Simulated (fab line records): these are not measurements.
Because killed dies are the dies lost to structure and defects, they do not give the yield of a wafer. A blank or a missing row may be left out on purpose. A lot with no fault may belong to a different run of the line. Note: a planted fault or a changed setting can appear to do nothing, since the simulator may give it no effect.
fab line records	flow gf180mcu
record: lots: 5	wafers: 15	lastDay: 35
route steps=602 shown V3@450 M4@456 V4@476
lots untouched by any fault: they come from a run of this same line in which no faults occurred
startH: the number of hours between the record's first day and the start of the first shown wafer of the lot	waitH: hours from the lot's prior step to this one	" same as the row above	L1.1+2: several wafers, shown together as one row	- no value present, or no start provided	* or withheld: withheld	< > ~ a bound
route shown NAME@n: a module of which the file shows steps, and the number in the route of the first	usual: average and standard deviation across the fault-free wafers	same: alike in all rows	chamber/n: place in a boat	sites: readings site by site	_std_site: standard deviation of those values	_edge_site: outer sites' mean less inner sites'	radiusMm: how far each site lies from the wafer's centre	mask NAME#n: copy n	behind: the last tool/chamber to shape the wafer	hold: what put the lot on hold/how long, in hours/how the hold closed	device: whichever transistor did not switch (one of n, p or np)	end of line: tests run on the same wafers once the route is complete	a step given without rows: its recipe and nothing more	killed: dies that structure and defects cost at the first sort, which is not the same as the wafer's yield	map: per-die view of a wafer (x killed, . not killed, _ where there is no die)
set.NAME: the run value of the setting; set.NAME@STEP: its run value at that earlier step	model.NAME: the simulator's own value behind a step, which no gauge read
certain route steps with their lots: each step a table, each wafer a row
services: a tool's chamber out of use, with start hour (startH, from the record's first day; less than 0 if before it), hours out, and reason
== steps ==
step: GF_V3_SPUTTER_21
recipe: material: Ti	targetThkNm: 15	chamberPressurePa: 5	powerW: 2500	substrateTempC: 200	timeS: 80.02
usual: throttleValvePct: 30.0/0.93
lot.wafer	tool	chamber	startH	waitH	throttleValvePct
L076.4	pvdSputter-01	-	548.20	0.0	30.5
L076.5	"	-	"	"	29.5
L076.6	"	-	"	"	30.2
L088.3	pvdSputter-04	-	643.74	0.0	28.7
L088.4	"	-	"	"	31.3
L088.5	"	-	"	"	29.6
L089.1	pvdSputter-02	-	649.55	0.0	28.4
L089.3	"	-	"	"	31.9
L089.6	"	-	"	"	29.2
L095.1	pvdSputter-01	-	691.64	0.0	30.4
L095.3	"	-	"	"	29.9
L095.5	"	-	"	"	29.9
L097.1	pvdSputter-04	-	701.80	0.0	31.3
L097.4	"	-	"	"	30.2
L097.5	"	-	"	"	28.4
step: GF_V3_SPUTTER_22
recipe: material: TiN	targetThkNm: 10	chamberPressurePa: 5	powerW: 4000	timeS: 40
usual: throttleValvePct: 30.0/0.91
lot.wafer	tool	chamber	startH	waitH	throttleValvePct
L076.4	pvdSputter-01	-	548.26	0.0	30.4
L076.5	"	-	"	"	29.6
L076.6	"	-	"	"	30.2
L088.3	pvdSputter-04	-	643.80	0.0	28.5
L088.4	"	-	"	"	31.5
L088.5	"	-	"	"	29.7
L089.1	pvdSputter-02	-	649.61	0.0	28.3
L089.3	"	-	"	"	31.5
L089.6	"	-	"	"	29.1
L095.1	pvdSputter-01	-	691.70	0.0	30.0
L095.3	"	-	"	"	30.1
L095.5	"	-	"	"	29.9
L097.1	pvdSputter-04	-	701.86	0.0	31.4
L097.4	"	-	"	"	30.2
L097.5	"	-	"	"	28.7
step: GF_V3_CVD_23
recipe: material: W	targetThkNm: 350	timeS: 104.9	tempC: 400	pressureTorr: 40
usual: chamberPressureTorr: 39.99/0.09	heaterPowerW: 892/130	susceptorTempC: 399.99/0.2
lot.wafer	tool	chamber	startH	waitH	chamberPressureTorr	heaterPowerW	susceptorTempC
L076.4	cvdW-01	0	548.34	0.1	39.89	731	400.23
L076.5	"	0	"	"	39.85	739	400.07
L076.6	"	1	"	"	40.05	845	399.81
L088.3	cvdW-02	0	643.88	0.1	39.86	1069	399.67
L088.4	"	1	"	"	39.89	1026	400.12
L088.5	"	0	"	"	39.95	1092	399.77
L089.1	cvdW-02	1	649.65	0.0	40.05	1004	399.88
L089.3	"	0	"	"	39.86	1104	399.78
L089.6	"	0	"	"	40.20	1105	400.14
L095.1	cvdW-01	0	691.74	0.0	39.86	764	400.04
L095.3	"	0	"	"	40.09	753	400.03
L095.5	"	0	"	"	39.99	788	400.01
L097.1	cvdW-01	0	701.90	0.0	40.14	733	399.82
L097.4	"	0	"	"	40.11	775	400.03
L097.5	"	0	"	"	40.13	765	399.94
step: GF_V3_RS_MEAS_24
recipe: thkMeasGauge: four-point-probe	reads: W_of_V3_CVD_23+TiN_of_V3_SPUTTER_22+Ti_of_V3_SPUTTER_21
usual: V3_W_RS: 0.331/0.0033
lot.wafer	tool	chamber	startH	waitH	V3_W_RS[ohm/sq]
L076.4	filmMetro-04	-	548.47	0.1	0.329
L076.5	"	-	"	"	0.327
L076.6	"	-	"	"	0.332
L088.3	filmMetro-01	-	643.99	0.1	0.323
L088.4	"	-	"	"	0.323
L088.5	"	-	"	"	0.327
L089.1	filmMetro-03	-	649.76	0.1	0.331
L089.3	"	-	"	"	0.332
L089.6	"	-	"	"	0.329
L095.1	filmMetro-03	-	691.86	0.1	0.332
L095.3	"	-	"	"	0.332
L095.5	"	-	"	"	0.334
L097.1	filmMetro-04	-	702.01	0.1	0.333
L097.4	"	-	"	"	0.331
L097.5	"	-	"	"	0.332
step: GF_V3_THK_MEAS_25
recipe: thkMeasGauge: xrf	reads: W_of_V3_CVD_23
usual: V3_W_THK: 367/4.2
lot.wafer	tool	chamber	startH	waitH	V3_W_THK[nm]
L076.4	filmMetro-04	-	548.56	0.1	370
L076.5	"	-	"	"	374
L076.6	"	-	"	"	365
L088.3	filmMetro-01	-	644.09	0.1	372
L088.4	"	-	"	"	371
L088.5	"	-	"	"	367
L089.1	filmMetro-03	-	649.88	0.1	365
L089.3	"	-	"	"	367
L089.6	"	-	"	"	366
L095.1	filmMetro-03	-	691.98	0.1	366
L095.3	"	-	"	"	367
L095.5	"	-	"	"	364
L097.1	filmMetro-04	-	702.13	0.1	364
L097.4	"	-	"	"	367
L097.5	"	-	"	"	363
step: GF_V3_CMP_26
recipe: stopOn: SiO2	downForcePsi: 3.5	platenRpm: 60	tOverpolishS: 15	targetThkNm: 0	padVelocityMS: 0.94248
usual: motorCurrentA: 11.3/0.8	overpolishRunS: 15.000/0.0088	slurryFlowMlMin: 150.0/0.44	timeToEndpointS: 83/3.1
lot.wafer	tool	chamber	startH	waitH	motorCurrentA	overpolishRunS	slurryFlowMlMin	timeToEndpointS
L076.4	cmp-02	1	548.59	0.0	9.7	14.992	150.0	83
L076.6	"	1	"	"	10.4	15.005	149.4	85
L076.5	"	2	"	"	11.8	14.984	149.6	83
L088.3	cmp-02	2	644.18	0.1	12.2	15.007	149.6	84
L088.4	"	0	"	"	10.8	14.997	150.3	84
L088.5	"	2	"	"	12.0	15.011	150.4	84
L089.1	cmp-01	1	649.99	0.1	11.4	14.995	150.4	87
L089.3	"	2	"	"	10.0	14.987	150.0	83
L089.6	"	0	"	"	12.0	15.002	149.3	90
L095.1	cmp-01	1	692.09	0.1	11.4	15.016	150.1	78
L095.3	"	3	"	"	12.5	14.990	149.8	81
L095.5	"	0	"	"	11.6	14.985	149.9	84
L097.1	cmp-01	0	702.24	0.1	11.2	14.993	150.3	86
L097.4	"	2	"	"	10.5	14.994	149.8	83
L097.5	"	3	"	"	12.0	14.997	150.0	83
step: GF_M4_SPUTTER_00
recipe: material: Ti	targetThkNm: 37.5	arrivingIonEnergyEv: 80	substrateTempC: 200	chamberPressurePa: 2	powerW: 4000	timeS: 150
usual: throttleValvePct: 29.7/1.1
lot.wafer	tool	chamber	startH	waitH	throttleValvePct
L076.4	pvdSputter-03	-	548.89	0.2	27.7
L076.5	"	-	"	"	29.9
L076.6	"	-	"	"	27.7
L088.3	pvdSputter-02	-	644.43	0.2	28.2
L088.4	"	-	"	"	31.9
L088.5	"	-	"	"	28.8
L089.1	pvdSputter-01	-	650.24	0.2	30.4
L089.3	"	-	"	"	29.9
L089.6	"	-	"	"	30.2
L095.1	pvdSputter-02	-	692.34	0.2	32.0
L095.3	"	-	"	"	28.5
L095.5	"	-	"	"	28.9
L097.1	pvdSputter-01	-	702.49	0.2	30.0
L097.4	"	-	"	"	29.6
L097.5	"	-	"	"	29.4
step: GF_M4_SPUTTER_01
recipe: material: TiN	targetThkNm: 30	powerW: 6500	timeS: 25	chamberPressurePa: 0.4
usual: throttleValvePct: 29.7/1.1
lot.wafer	tool	chamber	startH	waitH	throttleValvePct
L076.4	pvdSputter-03	-	548.99	0.1	27.7
L076.5	"	-	"	"	30.0
L076.6	"	-	"	"	27.5
L088.3	pvdSputter-02	-	644.53	0.1	28.6
L088.4	"	-	"	"	31.8
L088.5	"	-	"	"	28.4
L089.1	pvdSputter-01	-	650.34	0.1	30.4
L089.3	"	-	"	"	30.0
L089.6	"	-	"	"	30.2
L095.1	pvdSputter-02	-	692.44	0.1	31.7
L095.3	"	-	"	"	28.4
L095.5	"	-	"	"	29.1
L097.1	pvdSputter-01	-	702.59	0.1	29.9
L097.4	"	-	"	"	29.6
L097.5	"	-	"	"	29.4
step: GF_M4_SPUTTER_02
recipe: material: AlCu	targetThkNm: 450	powerW: 10600	timeS: 23.9	chamberPressurePa: 0.4
usual: throttleValvePct: 29.8/1.1
lot.wafer	tool	chamber	startH	waitH	throttleValvePct
L076.4	pvdSputter-03	-	549.02	0.0	27.9
L076.5	"	-	"	"	29.8
L076.6	"	-	"	"	27.6
L088.3	pvdSputter-02	-	644.57	0.0	28.3
L088.4	"	-	"	"	31.8
L088.5	"	-	"	"	28.7
L089.1	pvdSputter-01	-	650.37	0.0	30.6
L089.3	"	-	"	"	29.5
L089.6	"	-	"	"	30.0
L095.1	pvdSputter-02	-	692.47	0.0	31.7
L095.3	"	-	"	"	28.5
L095.5	"	-	"	"	29.2
L097.1	pvdSputter-01	-	702.62	0.0	30.2
L097.4	"	-	"	"	29.8
L097.5	"	-	"	"	29.5
step: GF_M4_SPUTTER_03
recipe: material: Ti	targetThkNm: 10	substrateTempC: 300	chamberPressurePa: 0.3	powerW: 3000	timeS: 6.7
usual: throttleValvePct: 29.7/1.1
lot.wafer	tool	chamber	startH	waitH	throttleValvePct
L076.4	pvdSputter-03	-	549.05	0.0	27.6
L076.5	"	-	"	"	29.5
L076.6	"	-	"	"	27.5
L088.3	pvdSputter-02	-	644.60	0.0	28.4
L088.4	"	-	"	"	31.7
L088.5	"	-	"	"	28.6
L089.1	pvdSputter-01	-	650.40	0.0	30.8
L089.3	"	-	"	"	29.9
L089.6	"	-	"	"	29.6
L095.1	pvdSputter-02	-	692.50	0.0	31.7
L095.3	"	-	"	"	28.6
L095.5	"	-	"	"	29.4
L097.1	pvdSputter-01	-	702.65	0.0	30.1
L097.4	"	-	"	"	29.3
L097.5	"	-	"	"	29.3
step: GF_M4_SPUTTER_04
recipe: material: TiN	targetThkNm: 50	powerW: 6500	timeS: 41.7	chamberPressurePa: 0.4
usual: throttleValvePct: 29.7/1.1
lot.wafer	tool	chamber	startH	waitH	throttleValvePct
L076.4	pvdSputter-03	-	549.07	0.0	27.5
L076.5	"	-	"	"	29.9
L076.6	"	-	"	"	27.7
L088.3	pvdSputter-02	-	644.62	0.0	28.4
L088.4	"	-	"	"	31.8
L088.5	"	-	"	"	28.8
L089.1	pvdSputter-01	-	650.42	0.0	30.3
L089.3	"	-	"	"	29.9
L089.6	"	-	"	"	29.8
L095.1	pvdSputter-02	-	692.52	0.0	31.8
L095.3	"	-	"	"	28.3
L095.5	"	-	"	"	29.1
L097.1	pvdSputter-01	-	702.67	0.0	29.8
L097.4	"	-	"	"	29.9
L097.5	"	-	"	"	29.4
step: GF_M4_RS_MEAS_05
recipe: thkMeasGauge: four-point-probe	reads: TiN_of_M4_SPUTTER_04+Ti_of_M4_SPUTTER_03+AlCu_of_M4_SPUTTER_02+TiN_of_M4_SPUTTER_01+Ti_of_M4_SPUTTER_00
usual: M4_ALCU_RS: 0.0694/0.00068
lot.wafer	tool	chamber	startH	waitH	M4_ALCU_RS[ohm/sq]
L076.4	filmMetro-02	-	549.17	0.1	0.0695
L076.5	"	-	"	"	0.0692
L076.6	"	-	"	"	0.0693
L088.3	filmMetro-03	-	644.70	0.1	0.0698
L088.4	"	-	"	"	0.0696
L088.5	"	-	"	"	0.0694
L089.1	filmMetro-02	-	650.46	0.0	0.0689
L089.3	"	-	"	"	0.0687
L089.6	"	-	"	"	0.0693
L095.1	filmMetro-03	-	692.56	0.0	0.0688
L095.3	"	-	"	"	0.0689
L095.5	"	-	"	"	0.0684
L097.1	filmMetro-03	-	702.71	0.0	0.0698
L097.4	"	-	"	"	0.0696
L097.5	"	-	"	"	0.0700
step: GF_M4_THK_MEAS_06
recipe: thkMeasGauge: xrf	reads: AlCu_of_M4_SPUTTER_02
usual: M4_ALCU_THK: 445/4.4
lot.wafer	tool	chamber	startH	waitH	M4_ALCU_THK[nm]
L076.4	filmMetro-02	-	549.26	0.1	444
L076.5	"	-	"	"	447
L076.6	"	-	"	"	445
L088.3	filmMetro-03	-	644.80	0.1	444
L088.4	"	-	"	"	443
L088.5	"	-	"	"	445
L089.1	filmMetro-02	-	650.58	0.1	449
L089.3	"	-	"	"	451
L089.6	"	-	"	"	447
L095.1	filmMetro-03	-	692.68	0.1	449
L095.3	"	-	"	"	450
L095.5	"	-	"	"	451
L097.1	filmMetro-03	-	702.83	0.1	441
L097.4	"	-	"	"	442
L097.5	"	-	"	"	443
step: GF_M4_DEHYDRATE_07
recipe: tempC: 200	timeS: 60
lot.wafer	tool	chamber	startH	waitH
L076.4+5+6	lithoTrack-04	0	560.44	11.2
L088.3+4+5	lithoTrack-02	0	654.37	9.6
L089.1+3+6	lithoTrack-02	0	659.62	9.0
L095.1+3+5	lithoTrack-02	0	701.67	9.0
L097.1+4+5	lithoTrack-04	0	711.67	8.8
step: GF_M4_HMDS_08
recipe: primeTimeS: 60	primeTempC: 120
lot.wafer	tool	chamber	startH	waitH
L076.4+5+6	lithoTrack-04	0	560.59	0.1
L088.3+4+5	lithoTrack-02	0	654.52	0.1
L089.1+3+6	lithoTrack-02	0	659.77	0.1
L095.1+3+5	lithoTrack-02	0	701.82	0.1
L097.1+4+5	lithoTrack-04	0	711.82	0.1
step: GF_M4_COAT_09
recipe: resist: KrF	spinRpm: withheld	resistThkNm: 1000
lot.wafer	tool	chamber	startH	waitH
L076.4+5+6	lithoTrack-04	0	560.74	0.1
L088.3+4+5	lithoTrack-02	0	654.67	0.1
L089.1+3+6	lithoTrack-02	0	659.92	0.1
L095.1+3+5	lithoTrack-02	0	701.97	0.1
L097.1+4+5	lithoTrack-04	0	711.97	0.1
step: GF_M4_SOFTBAKE_10
recipe: tempC: 130	timeS: 60	resist: KrF
lot.wafer	tool	chamber	startH	waitH
L076.4+5+6	lithoTrack-04	0	560.89	0.1
L088.3+4+5	lithoTrack-02	0	654.82	0.1
L089.1+3+6	lithoTrack-02	0	660.07	0.1
L095.1+3+5	lithoTrack-02	0	702.12	0.1
L097.1+4+5	lithoTrack-04	0	712.12	0.1
step: GF_M4_EXPOSE_11
recipe: maskId: Metal4	targetCdNm: 280	na: 0.68	sourceShape: conventional	sigmaOuter: 0.6	doseMj: 28
usual: focusOffsetNm: 0.0/0.55
lot.wafer	tool	chamber	startH	waitH	mask	focusOffsetNm
L076.4	krfScanner-01	0	-	-	Metal4#0	0.8
L076.5	"	0	"	"	Metal4#0	-0.6
L076.6	"	0	"	"	Metal4#0	-0.1
L088.3	krfScanner-02	0	-	-	Metal4#0	0.1
L088.4	"	0	"	"	Metal4#0	-0.8
L088.5	"	0	"	"	Metal4#0	-0.4
L089.1	krfScanner-02	0	-	-	Metal4#0	0.5
L089.3	"	0	"	"	Metal4#0	0.3
L089.6	"	0	"	"	Metal4#0	-0.1
L095.1	krfScanner-02	0	-	-	Metal4#0	0.5
L095.3	"	0	"	"	Metal4#0	0.5
L095.5	"	0	"	"	Metal4#0	0.9
L097.1	krfScanner-01	0	-	-	Metal4#0	-0.2
L097.4	"	0	"	"	Metal4#0	0.2
L097.5	"	0	"	"	Metal4#0	1.1
step: GF_M4_PEB_12
recipe: pebTempC: 135	pebTimeS: 90	resist: KrF
lot.wafer	tool	chamber	startH	waitH
L076.4+5+6	lithoTrack-02	0	-	-
L088.3+4+5	lithoTrack-04	0	-	-
L089.1+3+6	lithoTrack-02	0	-	-
L095.1+3+5	lithoTrack-02	0	-	-
L097.1+4+5	lithoTrack-04	0	-	-
step: GF_M4_DEVELOP_13
recipe: developTimeS: 60	devTempC: 21
lot.wafer	tool	chamber	startH	waitH
L076.4+5+6	lithoTrack-02	0	571.39	0.1
L088.3+4+5	lithoTrack-04	0	664.82	0.1
L089.1+3+6	lithoTrack-02	0	670.27	0.2
L095.1+3+5	lithoTrack-02	0	711.52	0.2
L097.1+4+5	lithoTrack-04	0	721.27	0.2
step: GF_M4_CD_MEAS_14
recipe: targetCdNm: 280
usual: cdNm: 279.8/1.3
lot.wafer	tool	chamber	startH	waitH	cdNm
L076.4	cdSem-01	-	571.61	0.2	279.6
L076.5	"	-	"	"	279.0
L076.6	"	-	"	"	278.9
L088.3	cdSem-02	-	664.96	0.1	281.1
L088.4	"	-	"	"	281.5
L088.5	"	-	"	"	280.9
L089.1	cdSem-02	-	670.42	0.1	278.6
L089.3	"	-	"	"	278.4
L089.6	"	-	"	"	279.1
L095.1	cdSem-01	-	711.67	0.1	281.0
L095.3	"	-	"	"	281.0
L095.5	"	-	"	"	281.4
L097.1	cdSem-02	-	721.42	0.1	283.0
L097.4	"	-	"	"	281.5
L097.5	"	-	"	"	282.5
step: GF_M4_OVL_MEAS_15
usual: M4_OVL: 2/6.2
lot.wafer	tool	chamber	startH	waitH	M4_OVL[nm]
L076.4	overlay-01	-	571.68	0.1	1
L076.5	"	-	"	"	2
L076.6	"	-	"	"	-1
L088.3	overlay-01	-	665.05	0.1	3
L088.4	"	-	"	"	4
L088.5	"	-	"	"	13
L089.1	overlay-01	-	670.54	0.1	5
L089.3	"	-	"	"	0
L089.6	"	-	"	"	11
L095.1	overlay-01	-	711.79	0.1	9
L095.3	"	-	"	"	11
L095.5	"	-	"	"	1
L097.1	overlay-01	-	721.54	0.1	5
L097.4	"	-	"	"	-5
L097.5	"	-	"	"	8
step: GF_M4_METAL_ETCH_16
recipe: chemistry: Cl2/BCl3	maskMaterial: KrF	targetDepthNm: 627.5	stopOn: SiO2	pressureMtorr: 8	icpW: 800	biasW: 140	Cl2_flow_sccm: 80	bcl3FlowSccm: 40	timeS: 104.6
usual: bcl3FlowSccm: 40.01/0.12	drypumpMotorCurrentA: 6.0/0.41	oesProductAu: 0.973/0.006	throttleValvePct: 28.248/0.011
lot.wafer	tool	chamber	startH	waitH	bcl3FlowSccm	drypumpMotorCurrentA	oesProductAu	rfHoursCounterH	throttleValvePct
L076.4	rieMetal-04	1	571.74	0.0	40.08	6.5	0.968	-	28.238
L076.5	"	0	"	"	39.98	6.0	0.981	-	28.230
L076.6	"	1	"	"	40.06	6.5	0.976	-	28.246
L088.3	rieMetal-04	0	665.11	0.1	40.06	6.1	0.963	-	28.254
L088.4	"	1	"	"	39.87	6.4	0.974	-	28.256
L088.5	"	1	"	"	40.00	6.4	0.971	-	28.247
L089.1	rieMetal-03	0	670.57	0.0	39.98	5.7	0.982	2	28.244
L089.3	"	1	"	"	39.96	6.2	0.981	-	28.225
L089.6	"	0	"	"	40.01	5.8	0.981	-	28.233
L095.1	rieMetal-04	1	711.82	0.0	39.90	6.4	0.976	9	28.247
L095.3	"	0	"	"	39.87	6.1	0.973	-	28.249
L095.5	"	1	"	"	39.89	6.4	0.973	-	28.258
L097.1	rieMetal-03	0	721.57	0.0	40.17	5.8	0.978	5	28.251
L097.4	"	0	"	"	39.98	5.8	0.972	-	28.234
L097.5	"	0	"	"	40.07	5.7	0.963	-	28.244
step: GF_M4_STRIP_17
recipe: chemistry: O2/N2	powerW: 1400	pressureMtorr: 1500	platenTempC: 250	o2FlowSccm: 3000	n2FlowSccm: 300	overashFraction: 0.5
usual: drypumpMotorCurrentA: 5.6/0.35	heaterPowerW: 340/33	oesProductAu: 0.557/0.0047	stripTimeToEndpointS: 7.85/0.038
lot.wafer	tool	chamber	startH	waitH	drypumpMotorCurrentA	heaterPowerW	oesProductAu	rfHoursCounterH	stripTimeToEndpointS
L076.4	plasmaAsher-02	0	571.85	0.1	5.3	331	0.565	-	7.89
L076.5	"	0	"	"	5.3	330	0.553	-	7.83
L076.6	"	1	"	"	6.2	367	0.555	-	7.87
L088.3	plasmaAsher-02	0	665.22	0.1	5.3	337	0.563	-	7.87
L088.4	"	1	"	"	6.2	377	0.560	-	7.88
L088.5	"	0	"	"	5.3	346	0.558	-	7.82
L089.1	plasmaAsher-03	0	670.68	0.1	5.7	333	0.558	86	7.86
L089.3	"	0	"	"	5.7	335	0.564	-	7.88
L089.6	"	1	"	"	5.5	278	0.555	-	7.86
L095.1	plasmaAsher-01	0	711.93	0.1	5.6	391	0.556	111	7.83
L095.3	"	0	"	"	5.6	384	0.560	-	7.80
L095.5	"	0	"	"	5.6	376	0.554	-	7.84
L097.1	plasmaAsher-02	1	721.80	0.2	6.2	377	0.557	32	7.86
L097.4	"	1	"	"	6.2	367	0.558	-	7.87
L097.5	"	0	"	"	5.3	335	0.557	-	7.86
step: GF_M4_STRIP_18
recipe: chemistry: postEtchResidueRemover	timeS: 1200	tempC: 72.5
lot.wafer	tool	chamber	startH	waitH
L076.4+5+6	wetBench-02	3	571.91	0.0
L088.3+4+5	wetBench-01	3	665.28	0.0
L089.1+3+6	wetBench-01	2	670.78	0.1
L095.1+3+5	wetBench-01	3	712.03	0.1
L097.1+4+5	wetBench-03	2	721.90	0.1
step: GF_M4_CLEAN_19
recipe: chemistry: DIW	dry: n2Spin
lot.wafer	tool	chamber	startH	waitH
L076.4+5+6	wetBench-03	0	572.25	0.0
L088.3+4+5	wetBench-03	0	665.63	0.0
L089.1+3+6	wetBench-02	2	671.16	0.0
L095.1+3+5	wetBench-03	1	712.38	0.0
L097.1+4+5	wetBench-02	2	722.24	0.0
step: GF_V4_CVD_00
recipe: material: SiO2	targetThkNm: 600	sigmaOpenFrac: 0.3	tempC: 400	timeS: 100	sih4FlowSccm: 60	pressureMtorr: 6
usual: sih4FlowSccm: 59.98/0.17	susceptorTempC: 400.02/0.23
lot.wafer	tool	chamber	startH	waitH	sih4FlowSccm	susceptorTempC
L076.4	hdpcvd-02	1	572.38	0.0	60.32	399.80
L076.5	"	0	"	"	60.18	399.78
L076.6	"	2	"	"	59.62	399.89
L088.3	hdpcvd-01	1	665.72	0.0	60.04	400.30
L088.4	"	0	"	"	60.16	400.30
L088.5	"	1	"	"	59.96	399.78
L089.1	hdpcvd-01	2	671.34	0.0	60.16	399.85
L089.3	"	1	"	"	59.91	399.85
L089.6	"	1	"	"	60.06	399.99
L095.1	hdpcvd-02	2	712.47	0.0	59.74	399.92
L095.3	"	1	"	"	59.75	400.39
L095.5	"	0	"	"	59.99	400.10
L097.1	hdpcvd-02	0	722.33	0.0	59.86	400.00
L097.4	"	1	"	"	60.19	399.97
L097.5	"	0	"	"	60.17	399.82
step: GF_V4_THK_MEAS_01
recipe: reads: SiO2_of_V4_CVD_00
usual: V4_CVD_00_THK: 598/4.8
lot.wafer	tool	chamber	startH	waitH	V4_CVD_00_THK[nm]
L076.4	filmMetro-02	-	572.45	0.0	606
L076.5	"	-	"	"	609
L076.6	"	-	"	"	606
L088.3	filmMetro-04	-	665.81	0.1	587
L088.4	"	-	"	"	604
L088.5	"	-	"	"	592
L089.1	filmMetro-02	-	671.41	0.0	595
L089.3	"	-	"	"	590
L089.6	"	-	"	"	594
L095.1	filmMetro-01	-	712.54	0.0	588
L095.3	"	-	"	"	593
L095.5	"	-	"	"	593
L097.1	filmMetro-01	-	722.40	0.0	605
L097.4	"	-	"	"	605
L097.5	"	-	"	"	605
step: GF_V4_CVD_02
recipe: material: SiO2	targetThkNm: 850	precursor: TEOS	tempC: 400	timeS: 94.851	rfW: 600
usual: heaterPowerW: 624/63	susceptorTempC: 400.01/0.22
lot.wafer	tool	chamber	startH	waitH	heaterPowerW	susceptorTempC
L076.4	pecvd-03	0	572.51	0.1	620	400.03
L076.5	"	1	"	"	727	399.85
L076.6	"	2	"	"	683	399.94
L088.3	pecvd-04	1	665.85	0.0	687	399.68
L088.4	"	0	"	"	622	400.33
L088.5	"	2	"	"	555	400.26
L089.1	pecvd-04	1	671.47	0.1	561	399.86
L089.3	"	0	"	"	582	399.79
L089.6	"	2	"	"	548	399.72
L095.1	pecvd-03	0	712.60	0.1	597	399.53
L095.3	"	2	"	"	560	399.94
L095.5	"	2	"	"	633	399.71
L097.1	pecvd-04	2	722.46	0.1	666	400.14
L097.4	"	1	"	"	624	400.20
L097.5	"	2	"	"	691	400.45
step: GF_V4_THK_MEAS_03
recipe: reads: SiO2_of_V4_CVD_02
usual: V4_CVD_02_THK: 851/12
lot.wafer	tool	chamber	startH	waitH	V4_CVD_02_THK[nm]
L076.4	filmMetro-04	-	572.58	0.0	864
L076.5	"	-	"	"	867
L076.6	"	-	"	"	870
L088.3	filmMetro-02	-	665.94	0.1	850
L088.4	"	-	"	"	846
L088.5	"	-	"	"	850
L089.1	filmMetro-04	-	671.54	0.0	837
L089.3	"	-	"	"	844
L089.6	"	-	"	"	854
L095.1	filmMetro-02	-	712.67	0.0	846
L095.3	"	-	"	"	837
L095.5	"	-	"	"	840
L097.1	filmMetro-04	-	722.53	0.0	839
L097.4	"	-	"	"	853
L097.5	"	-	"	"	856
step: GF_V4_CMP_04
recipe: material: SiO2	downForcePsi: 4	platenRpm: 60	padVelocityMS: 0.94248
usual: motorCurrentA: 12.5/0.87	slurryFlowMlMin: 150.0/0.44	timeToEndpointS: 81/6
lot.wafer	tool	chamber	startH	waitH	motorCurrentA	slurryFlowMlMin	timeToEndpointS
L076.4	cmp-01	0	572.71	0.1	13.1	149.9	90
L076.5	"	2	"	"	12.1	149.9	86
L076.6	"	3	"	"	13.5	150.2	91
L088.4	cmp-01	0	665.98	0.0	12.4	150.1	86
L088.3	"	3	"	"	12.7	149.6	85
L088.5	"	1	"	"	12.5	149.8	85
L089.1	cmp-01	3	671.70	0.1	13.0	149.9	78
L089.3	"	0	"	"	12.1	149.7	85
L089.6	"	2	"	"	11.6	149.4	82
L095.1	cmp-02	3	712.78	0.1	13.1	149.2	75
L095.3	"	0	"	"	11.1	150.3	77
L095.5	"	3	"	"	13.4	149.4	75
L097.4	cmp-01	1	722.64	0.1	12.3	149.8	90
L097.1	"	2	"	"	11.7	149.8	77
L097.5	"	1	"	"	12.0	149.6	86
step: GF_V4_BOW_MEAS_05
recipe: mode: bow
usual: V4_BOW: 135/8.4
lot.wafer	tool	chamber	startH	waitH	V4_BOW[um]
L076.4	filmMetro-02	-	572.97	0.2	139
L076.5	"	-	"	"	140
L076.6	"	-	"	"	137
L088.3	filmMetro-01	-	666.32	0.1	134
L088.4	"	-	"	"	135
L088.5	"	-	"	"	130
L089.1	filmMetro-02	-	671.90	0.1	128
L089.3	"	-	"	"	132
L089.6	"	-	"	"	131
L095.1	filmMetro-04	-	713.03	0.2	133
L095.3	"	-	"	"	130
L095.5	"	-	"	"	131
L097.1	filmMetro-04	-	722.89	0.1	152
L097.4	"	-	"	"	150
L097.5	"	-	"	"	145
step: GF_V4_DEHYDRATE_06
recipe: tempC: 200	timeS: 60
lot.wafer	tool	chamber	startH	waitH
L076.4+5+6	lithoTrack-03	0	582.96	10.0
L088.3+4+5	lithoTrack-04	0	675.52	9.2
L089.1+3+6	lithoTrack-03	0	680.73	8.8
L095.1+3+5	lithoTrack-04	0	721.72	8.7
L097.1+4+5	lithoTrack-04	0	731.42	8.5
step: GF_V4_HMDS_07
recipe: primeTimeS: 60	primeTempC: 120
lot.wafer	tool	chamber	startH	waitH
L076.4+5+6	lithoTrack-03	0	583.11	0.1
L088.3+4+5	lithoTrack-04	0	675.67	0.1
L089.1+3+6	lithoTrack-03	0	680.88	0.1
L095.1+3+5	lithoTrack-04	0	721.87	0.1
L097.1+4+5	lithoTrack-04	0	731.57	0.1
== services ==
tool	chamber	startH	hours	kind
cmp-02	-	529.91	1.9	repair
cvdW-01	0	530.57	3.0	repair
krfScanner-02	-	531.56	4.4	pm
pecvd-04	-	535.92	0.3	repair
hdpcvd-02	-	539.25	15.0	pm
hdpcvd-02	-	558.06	1.6	repair
cvdW-01	0	581.70	14.4	repair
plasmaAsher-02	-	599.40	2.8	pm
wetBench-01	-	600.37	31.3	pm
cmp-02	-	601.98	4.0	pm
krfScanner-02	-	603.59	1.0	pm
pecvd-04	-	605.93	0.7	repair
pvdSputter-03	-	608.42	0.7	repair
cmp-01	-	620.45	0.3	repair
pvdSputter-04	-	624.03	2.1	repair
cmp-01	-	660.39	1.3	repair
pvdSputter-02	-	671.14	1.7	repair
pvdSputter-02	-	683.69	3.1	repair
pvdSputter-03	-	703.27	6.2	repair
cmp-01	-	707.55	0.5	repair
cmp-01	-	711.03	11.3	pm
pvdSputter-03	-	726.15	9.8	repair
cmp-01	-	727.04	2.0	repair
cmp-01	-	729.32	0.3	repair
== key ==
fault none
